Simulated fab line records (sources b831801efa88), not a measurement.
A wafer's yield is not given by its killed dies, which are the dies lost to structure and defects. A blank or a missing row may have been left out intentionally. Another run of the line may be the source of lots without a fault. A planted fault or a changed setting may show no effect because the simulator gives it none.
Matching of chambers + flow sky130 + SKY_VIA2_CMP_02 on cmp-02: 4 sister chambers
The step polishes SiO2. 16 wafers are shown with their chamber, then 8 later ones without.

WAFERS, EACH WITH ITS CHAMBER
| wafer  | chamber | motor current A (A) | retaining ring pressure frac |
|--------|---------|---------------------|------------------------------|
| L262.2 | 3       | 12.7                | 1.008                        |
| L262.3 | 2       | 11.4                | 0.999                        |
| L262.4 | 0       | 13.5                | 0.997                        |
| L266.1 | 2       | 11.4                | 1.006                        |
| L266.3 | 0       | 13.6                | 0.998                        |
| L266.4 | 1       | 11.6                | 1.001                        |
| L268.3 | 0       | 13.8                | 0.998                        |
| L268.5 | 3       | 13.4                | 1.004                        |
| L268.6 | 0       | 14.3                | 1.001                        |
| L270.3 | 3       | 11.9                | 0.996                        |
| L270.5 | 0       | 13.8                | 1.008                        |
| L270.6 | 1       | 11.4                | 0.999                        |
| L269.1 | 3       | 13.8                | 1.005                        |
| L269.4 | 0       | 13.3                | 1.002                        |
| L269.5 | 0       | 13.1                | 1.001                        |
| L282.2 | 0       | 13.5                | 1.000                        |

SIGNATURES, as means of the wafers listed above
| reading                      | chamber 0 | chamber 1 | chamber 2 | chamber 3 | scatter within a chamber |
|------------------------------|-----------|-----------|-----------|-----------|--------------------------|
| motor current A              | 13.613    | 11.500    | 11.400    | 12.950    | 0.503                    |
| retaining ring pressure frac | 1.00062   | 1.00000   | 1.00250   | 1.00325   | 0.00397                  |
Rule: for each reading, subtract the chamber's mean from the wafer's reading, divide by that reading's scatter and square the result; add these up over the readings and take the root, which gives the wafer's distance from the chamber. If the next closest chamber is less than 2 further off than the closest, the wafer can't be placed; otherwise it belongs to the closest. The scatter: the root of (the sum of the squares of (reading less its chamber's mean) over the shown wafers, divided by (wafers less chambers)).

WAFERS WHOSE CHAMBER IS MISSING
| wafer  | motor current A (A) | retaining ring pressure frac |
|--------|---------------------|------------------------------|
| L282.5 | 12.8                | 0.996                        |
| L282.6 | 11.2                | 0.996                        |
| L283.2 | 13.5                | 0.996                        |
| L283.3 | 14.1                | 1.002                        |
| L283.4 | 12.0                | 0.998                        |
| L284.3 | 12.7                | 1.004                        |
| L284.4 | 11.5                | 1.001                        |
| L284.5 | 12.0                | 1.002                        |

WHICH CHAMBER EACH ONE RAN IN
| wafer  | from the rows above               | in truth |
|--------|-----------------------------------|----------|
| L282.5 | can't be placed: 3 or 0 or 1 or 2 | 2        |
| L282.6 | can't be placed: 1 or 2           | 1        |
| L283.2 | can't be placed: 0 or 3           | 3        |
| L283.3 | can't be placed: 0 or 3           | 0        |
| L283.4 | can't be placed: 1 or 2 or 3      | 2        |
| L284.3 | can't be placed: 3 or 0           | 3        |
| L284.4 | can't be placed: 1 or 2           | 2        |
| L284.5 | can't be placed: 1 or 2 or 3      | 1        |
Correctly placed: 0 of 8. Not placeable from these rows: 8 (in 8, the candidates include the true chamber). Placed wrongly: 0.
